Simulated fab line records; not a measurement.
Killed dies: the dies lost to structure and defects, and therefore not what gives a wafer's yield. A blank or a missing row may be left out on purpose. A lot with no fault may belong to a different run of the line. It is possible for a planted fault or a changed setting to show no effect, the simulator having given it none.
Which tool did it? / flow gf180mcu / 14 lots, 42 wafers sampled, at 4 steps of a route of 602

== WHAT THE GAUGES SHOWED, per wafer ==
GF_POLY_GATE_THK_MEAS_01. Usual: POLY_GATE_CVD_00_THK 200.3 nm, standard deviation 2.1.
lot=L911; measured=day 8 21:26; on=filmMetro-03; POLY_GATE_CVD_00_THK (nm)=201.3 201.0 199.6; flag=
lot=L910; measured=day 8 22:58; on=filmMetro-04; POLY_GATE_CVD_00_THK (nm)=204.8 203.0 203.5; flag=
lot=L914; measured=day 9 12:42; on=filmMetro-04; POLY_GATE_CVD_00_THK (nm)=199.9 201.5 201.0; flag=
lot=L917; measured=day 10 12:42; on=filmMetro-03; POLY_GATE_CVD_00_THK (nm)=199.3 202.4 201.9; flag=
lot=L918; measured=day 10 15:46; on=filmMetro-04; POLY_GATE_CVD_00_THK (nm)=198.4 198.4 198.3; flag=
lot=L919; measured=day 10 21:45; on=filmMetro-04; POLY_GATE_CVD_00_THK (nm)=201.6 202.4 201.9; flag=
lot=L920; measured=day 11 04:33; on=filmMetro-03; POLY_GATE_CVD_00_THK (nm)=199.6 199.2 198.7; flag=
lot=L927; measured=day 14 01:20; on=filmMetro-01; POLY_GATE_CVD_00_THK (nm)=199.3 198.2 199.5; flag=
lot=L928; measured=day 14 10:11; on=filmMetro-01; POLY_GATE_CVD_00_THK (nm)=199.5 198.2 199.0; flag=
lot=L929; measured=day 14 11:29; on=filmMetro-01; POLY_GATE_CVD_00_THK (nm)=204.0 202.8 202.2; flag=
lot=L931; measured=day 14 22:59; on=filmMetro-03; POLY_GATE_CVD_00_THK (nm)=198.6 198.1 198.1; flag=
lot=L930; measured=day 15 01:56; on=filmMetro-01; POLY_GATE_CVD_00_THK (nm)=196.3 198.0 197.4; flag=
lot=L932; measured=day 15 15:19; on=filmMetro-03; POLY_GATE_CVD_00_THK (nm)=200.3 199.9 198.1; flag=
lot=L933; measured=day 15 18:59; on=filmMetro-01; POLY_GATE_CVD_00_THK (nm)=198.3 198.4 199.4; flag=

GF_HV_LDD_TW_MEAS_11. Usual: HV_LDD_TW 2388, standard deviation 49.
lot=L911; measured=day 10 10:44; on=filmMetro-03; HV_LDD_TW=2435 2446 2440; flag=
lot=L910; measured=day 10 13:38; on=filmMetro-03; HV_LDD_TW=2440 2461 2462; flag=
lot=L914; measured=day 11 02:46; on=filmMetro-01; HV_LDD_TW=2377 2366 2369; flag=
lot=L917; measured=day 12 03:31; on=filmMetro-03; HV_LDD_TW=2461 2453 2440; flag=
lot=L918; measured=day 12 08:14; on=filmMetro-02; HV_LDD_TW=2352 2362 2352; flag=
lot=L919; measured=day 12 15:22; on=filmMetro-02; HV_LDD_TW=2341 2342 2356; flag=
lot=L920; measured=day 12 23:58; on=filmMetro-02; HV_LDD_TW=2361 2339 2348; flag=
lot=L927; measured=day 15 21:56; on=filmMetro-02; HV_LDD_TW=2351 2347 2332; flag=
lot=L928; measured=day 16 07:10; on=filmMetro-03; HV_LDD_TW=2465 2469 2460; flag=
lot=L929; measured=day 16 07:56; on=filmMetro-03; HV_LDD_TW=2467 2452 2471; flag=
lot=L931; measured=day 16 22:07; on=filmMetro-03; HV_LDD_TW=2468 2461 2460; flag=
lot=L930; measured=day 17 02:40; on=filmMetro-02; HV_LDD_TW=2342 2335 2344; flag=
lot=L932; measured=day 17 13:53; on=filmMetro-02; HV_LDD_TW=2346 2344 2325; flag=
lot=L933; measured=day 17 17:29; on=filmMetro-02; HV_LDD_TW=2357 2335 2344; flag=

== WHAT TOOL EACH LOT RAN ON (gives the tool, then ch and the chambers of the sampled wafers, and finally the start) ==
lot=L911; GF_HV_LDD_SOFTBAKE_03=lithoTrack-04 ch 0, day 10 00:47; GF_HV_LDD_STRIP_10=plasmaAsher-01 ch 0,1, day 10 10:39
lot=L910; GF_HV_LDD_SOFTBAKE_03=lithoTrack-02 ch 0, day 10 04:13; GF_HV_LDD_STRIP_10=plasmaAsher-03 ch 0,1, day 10 13:32
lot=L914; GF_HV_LDD_SOFTBAKE_03=lithoTrack-01 ch 0, day 10 17:05; GF_HV_LDD_STRIP_10=plasmaAsher-02 ch 0,1, day 11 02:40
lot=L917; GF_HV_LDD_SOFTBAKE_03=lithoTrack-04 ch 0, day 11 17:30; GF_HV_LDD_STRIP_10=plasmaAsher-03 ch 0,1, day 12 03:25
lot=L918; GF_HV_LDD_SOFTBAKE_03=lithoTrack-01 ch 0, day 11 22:17; GF_HV_LDD_STRIP_10=plasmaAsher-03 ch 0,1, day 12 08:09
lot=L919; GF_HV_LDD_SOFTBAKE_03=lithoTrack-02 ch 0, day 12 05:26; GF_HV_LDD_STRIP_10=plasmaAsher-01 ch 0,1, day 12 15:16
lot=L920; GF_HV_LDD_SOFTBAKE_03=lithoTrack-02 ch 0, day 12 13:17; GF_HV_LDD_STRIP_10=plasmaAsher-03 ch 0,1, day 12 23:52
lot=L927; GF_HV_LDD_SOFTBAKE_03=lithoTrack-02 ch 0, day 15 10:07; GF_HV_LDD_STRIP_10=plasmaAsher-03 ch 0,1, day 15 21:50
lot=L928; GF_HV_LDD_SOFTBAKE_03=lithoTrack-04 ch 0, day 15 20:42; GF_HV_LDD_STRIP_10=plasmaAsher-02 ch 0,1, day 16 07:04
lot=L929; GF_HV_LDD_SOFTBAKE_03=lithoTrack-02 ch 0, day 15 21:04; GF_HV_LDD_STRIP_10=plasmaAsher-03 ch 0,1, day 16 07:50
lot=L931; GF_HV_LDD_SOFTBAKE_03=lithoTrack-01 ch 0, day 16 10:28; GF_HV_LDD_STRIP_10=plasmaAsher-03 ch 0,1, day 16 22:01
lot=L930; GF_HV_LDD_SOFTBAKE_03=lithoTrack-04 ch 0, day 16 14:49; GF_HV_LDD_STRIP_10=plasmaAsher-01 ch 0,1, day 17 02:33
lot=L932; GF_HV_LDD_SOFTBAKE_03=lithoTrack-02 ch 0, day 17 02:00; GF_HV_LDD_STRIP_10=plasmaAsher-02 ch 0,1, day 17 13:47
lot=L933; GF_HV_LDD_SOFTBAKE_03=lithoTrack-01 ch 0, day 17 05:29; GF_HV_LDD_STRIP_10=plasmaAsher-01 ch 0,1, day 17 17:23
- GF_HV_LDD_SOFTBAKE_03: time 60 s.
- GF_HV_LDD_STRIP_10: strips in O2/N2.

== AS READ BY THE TOOLS THEMSELVES (means over the sampled wafers that have a number; for cases with no such wafer, the mark the record gives instead) ==
GF_HV_LDD_SOFTBAKE_03. Usual: runLengthS at 89.16 s, with a standard deviation of 0.11.
lot=L911; tool=lithoTrack-04; runLengthS (s)=89.08; flag=
lot=L910; tool=lithoTrack-02; runLengthS (s)=89.13; flag=
lot=L914; tool=lithoTrack-01; runLengthS (s)=89.11; flag=
lot=L917; tool=lithoTrack-04; runLengthS (s)=89.09; flag=
lot=L918; tool=lithoTrack-01; runLengthS (s)=89.31; flag=
lot=L919; tool=lithoTrack-02; runLengthS (s)=92.23; flag=OFF
lot=L920; tool=lithoTrack-02; runLengthS (s)=92.16; flag=OFF
lot=L927; tool=lithoTrack-02; runLengthS (s)=89.11; flag=
lot=L928; tool=lithoTrack-04; runLengthS (s)=89.12; flag=
lot=L929; tool=lithoTrack-02; runLengthS (s)=89.08; flag=
lot=L931; tool=lithoTrack-01; runLengthS (s)=89.15; flag=
lot=L930; tool=lithoTrack-04; runLengthS (s)=89.18; flag=
lot=L932; tool=lithoTrack-02; runLengthS (s)=89.17; flag=
lot=L933; tool=lithoTrack-01; runLengthS (s)=89.30; flag=

GF_HV_LDD_STRIP_10. Usual: drypumpMotorCurrentA 5.9 A, standard deviation 0.44; heaterPowerW 309 W, standard deviation 11; oesProductAu 0.716 a.u., standard deviation 0.0043; stripTimeToEndpointS 12.63 s, standard deviation 0.034.
lot=L911; tool=plasmaAsher-01; drypumpMotorCurrentA (A)=5.8; heaterPowerW (W)=298; oesProductAu (a.u.)=0.715; stripTimeToEndpointS (s)=12.60; flag=
lot=L910; tool=plasmaAsher-03; drypumpMotorCurrentA (A)=6.1; heaterPowerW (W)=311; oesProductAu (a.u.)=0.718; stripTimeToEndpointS (s)=12.62; flag=
lot=L914; tool=plasmaAsher-02; drypumpMotorCurrentA (A)=5.4; heaterPowerW (W)=321; oesProductAu (a.u.)=0.715; stripTimeToEndpointS (s)=12.65; flag=
lot=L917; tool=plasmaAsher-03; drypumpMotorCurrentA (A)=6.4; heaterPowerW (W)=303; oesProductAu (a.u.)=0.713; stripTimeToEndpointS (s)=12.61; flag=
lot=L918; tool=plasmaAsher-03; drypumpMotorCurrentA (A)=6.1; heaterPowerW (W)=309; oesProductAu (a.u.)=0.713; stripTimeToEndpointS (s)=12.68; flag=
lot=L919; tool=plasmaAsher-01; drypumpMotorCurrentA (A)=5.9; heaterPowerW (W)=297; oesProductAu (a.u.)=0.719; stripTimeToEndpointS (s)=12.64; flag=
lot=L920; tool=plasmaAsher-03; drypumpMotorCurrentA (A)=6.4; heaterPowerW (W)=306; oesProductAu (a.u.)=0.716; stripTimeToEndpointS (s)=12.61; flag=
lot=L927; tool=plasmaAsher-03; drypumpMotorCurrentA (A)=6.4; heaterPowerW (W)=307; oesProductAu (a.u.)=0.716; stripTimeToEndpointS (s)=12.64; flag=
lot=L928; tool=plasmaAsher-02; drypumpMotorCurrentA (A)=5.6; heaterPowerW (W)=323; oesProductAu (a.u.)=0.719; stripTimeToEndpointS (s)=12.66; flag=
lot=L929; tool=plasmaAsher-03; drypumpMotorCurrentA (A)=6.1; heaterPowerW (W)=311; oesProductAu (a.u.)=0.719; stripTimeToEndpointS (s)=12.68; flag=
lot=L931; tool=plasmaAsher-03; drypumpMotorCurrentA (A)=6.1; heaterPowerW (W)=307; oesProductAu (a.u.)=0.715; stripTimeToEndpointS (s)=12.64; flag=
lot=L930; tool=plasmaAsher-01; drypumpMotorCurrentA (A)=5.7; heaterPowerW (W)=299; oesProductAu (a.u.)=0.720; stripTimeToEndpointS (s)=12.64; flag=
lot=L932; tool=plasmaAsher-02; drypumpMotorCurrentA (A)=5.6; heaterPowerW (W)=322; oesProductAu (a.u.)=0.716; stripTimeToEndpointS (s)=12.61; flag=
lot=L933; tool=plasmaAsher-01; drypumpMotorCurrentA (A)=5.7; heaterPowerW (W)=301; oesProductAu (a.u.)=0.712; stripTimeToEndpointS (s)=12.57; flag=

== THE ANSWER, worked out from the rows above alone ==
Rule: a lot counts as off when the mean over its wafers that have a number is more than 3 standard deviations away from the usual mean. A lot without any number at a reading at which 4 lots or more have one is off too. Any other lot the step has rows for is counted as sound. Order of review: gauges by route order, followed by the tools' own readings, for which a lot's mean as printed above is used. The first step at which some lot is off is used, and at that step the reading that is off furthest; a lot without a number counts as furthest.
Off at GF_HV_LDD_SOFTBAKE_03 (runLengthS): L919, L920.
If a tool, at that step or one of the process steps before it, ran each lot that is off and ran no sound lot following the first of them, it fits. Not one of the candidates tried fits.

== WHAT THE SIMULATOR HAD PUT IN ==
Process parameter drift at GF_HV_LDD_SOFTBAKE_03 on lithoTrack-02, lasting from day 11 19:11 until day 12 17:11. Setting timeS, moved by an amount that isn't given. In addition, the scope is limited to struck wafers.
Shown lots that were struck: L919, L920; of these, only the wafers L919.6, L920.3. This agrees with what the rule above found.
